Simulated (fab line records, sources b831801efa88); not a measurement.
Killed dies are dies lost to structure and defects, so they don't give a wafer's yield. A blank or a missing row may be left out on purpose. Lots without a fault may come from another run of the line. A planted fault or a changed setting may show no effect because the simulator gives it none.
One fault seen from 2 desks | flow sfq_line | each desk has only its own numbers; what lay behind them comes last

THE TOOL OWNER'S DESK: rie_metal-01
The tool's own readings at SFQ_TRILAYER_M0_BARC_OPEN_METAL_ETCH_031 (etches BARC in O2, target depth 125 nm, time 41.7 s): means of the sampled wafers that have a number, for each lot that ran on this tool. A lot is out of limits, marked OUT, if its mean lies more than 4 standard deviations from the usual mean; the brackets give that distance.
Columns: A = drypump_motor_current_A at SFQ_TRILAYER_M0_BARC_OPEN_METAL_ETCH_031, usual 5.9 A; B = oes_product_au at SFQ_TRILAYER_M0_BARC_OPEN_METAL_ETCH_031, usual 0.685 a.u.; C = rf_fwd_power_W at SFQ_TRILAYER_M0_BARC_OPEN_METAL_ETCH_031, usual 593.5 W; D = run_length_s at SFQ_TRILAYER_M0_BARC_OPEN_METAL_ETCH_031, usual 70.1 s
lot  | first seen here | A   | B                | C     | D
L183 | day 13 06:16    | 5.8 | 0.688            | 593.6 | 69.9
L196 | day 13 23:16    | 5.8 | 0.621 (-15) OUT  | 594.3 | 82.8 (+42) OUT
L201 | day 14 20:25    | 5.7 | 0.650 (-8.1) OUT | 593.1 | 78.7 (+29) OUT
This desk's finding: out of limits on L196, L201; first on L196, day 13 23:16 (oes_product_au at SFQ_TRILAYER_M0_BARC_OPEN_METAL_ETCH_031). In limits: L183.

THE METROLOGY DESK
What the gauges read, lot by lot, whatever tool the lot ran on: means of the sampled wafers that have a number. A lot is out of limits, marked OUT, if its mean lies more than 4 standard deviations from the usual mean; the brackets give that distance.
Columns: A = M0_NB_RS at SFQ_M0_RS_MEAS_904, usual 0.884 ohm/sq; B = M0_OVL at SFQ_M0_OVL_MEAS_906, usual 0 nm
lot  | first seen here | A     | B
L178 | day 4 22:58     | 0.871 | -4
L182 | day 8 23:34     | 0.875 | 2
L183 | day 9 05:32     | 0.876 | 7
L194 | day 12 16:50    | 0.871 | 9
L196 | day 13 07:10    | 0.879 | -3
L201 | day 14 17:57    | 0.890 | 1
This desk's finding: nothing out of limits on any of the 6 lots.

PUT TOGETHER
The tool owner's desk could have raised an alarm at day 13 23:16, on L196, L201.
The metrology desk saw nothing out of limits.
The metrology desk has L196, L201 on record, within its limits.
Of the lots named, all ran SFQ_TRILAYER_M0_BARC_OPEN_METAL_ETCH_031 on rie_metal-01.

WHAT THE SIMULATOR HAD PUT IN
Process parameter drift: rie_metal-01, from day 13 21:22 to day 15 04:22, at SFQ_TRILAYER_M0_BARC_OPEN_METAL_ETCH_031. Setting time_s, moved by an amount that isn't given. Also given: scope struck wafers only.
Lots struck among those shown: L196, L201.
Hours from the fault's start to each desk's first reading out of limits: the tool owner's desk, 2.
